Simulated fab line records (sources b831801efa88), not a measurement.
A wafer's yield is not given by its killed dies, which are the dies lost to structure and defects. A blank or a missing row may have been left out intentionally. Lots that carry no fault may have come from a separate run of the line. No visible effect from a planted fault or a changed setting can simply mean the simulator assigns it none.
8D (eight disciplines) problem report, filled in by code    flow gf180mcu    the parts of the form that need people (team, actions taken, sign-off) are left out

## 1. THE ISSUE
tilt deg at GF_VT_IMPLANT_IMPLANT_08 reads a mean of 6.516 degrees on 6 wafers of 2 lots; wafers without a fault read 6.997 degrees with a standard deviation of 0.021. Relative to the usual mean, that is a shift of -23 standard deviations.
The first sign was on wafer L560.1 at day 10 14:02, on implanter-01. Wafers with a number at this step in the record: 42, from 14 lots. Rule for "out" (also "out of limits"): further than 4 standard deviations from the usual mean. Any other wafer with a number is counted as sound.

## 2. WHAT IT IS; WHAT IT IS NOT
question                     is                      is not
which readings at this step  tilt deg                -
which lots                   L560, L563              L541, L542, L543, L544, L545, L547, L548, L549, L550, L551, L552, L564
which wafers of those lots   all that have a number  -
read on which tools          implanter-01            implanter-03, implanter-04
when                         from day 10 14:02       up to then (33 sound wafers); but 3 sound wafers of L564 came after

## 3. SUSPECTS, AND WHAT RULES EACH OUT
Counting: a tool stays on the suspect list if, at a process step up to the reading, it processed all lots that are out and no sound lot following the first of them.
- implanter-01 at GF_VT_IMPLANT_IMPLANT_08: kept. It processed each lot that is out, first L560 at day 10 14:02, and no sound lot thereafter; up to then, the last sound lot it processed was L548 at day 7 13:19. Its own tilt deg readings are out on those wafers.
Remaining after the count: implanter-01 at GF_VT_IMPLANT_IMPLANT_08.

## 4. THE CAUSE (what the simulator had put in)
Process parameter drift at GF_VT_IMPLANT_IMPLANT_08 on implanter-01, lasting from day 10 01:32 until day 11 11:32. A move of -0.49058 in setting tilt deg, from 7. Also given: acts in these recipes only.
Counting left only this tool.

## 5. THE EFFECT CHAIN, in route order
One row per reading whose mean, taken over the struck wafers that have a number, lies over 3 standard deviations from the usual. Only readings for which the record gives a usual standard deviation are gone through. hours: the time from each lot's start at the first step in this table that gives one to its start at this step, as a median over the lots. sigmas: the change in usual standard deviations.
hours  step                      reading   usual          on struck wafers  change  sigmas
0      GF_VT_IMPLANT_IMPLANT_08  tilt deg  6.997 degrees  6.516             -0.481  -23
Its process steps:
- GF_VT_IMPLANT_IMPLANT_08
Later measuring or inspecting steps at which every struck wafer that the step has a row for has a number for every such reading, and none has moved that far: GF_SAB_OVL_MEAS_10, GF_CONTACT_BOW_MEAS_05.

## 6. HOW IT WOULD HAVE BEEN CAUGHT EARLIER
12 hours passed between the start of the fault at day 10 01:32 and the first reading out of limits in this record, taken at day 10 14:02.
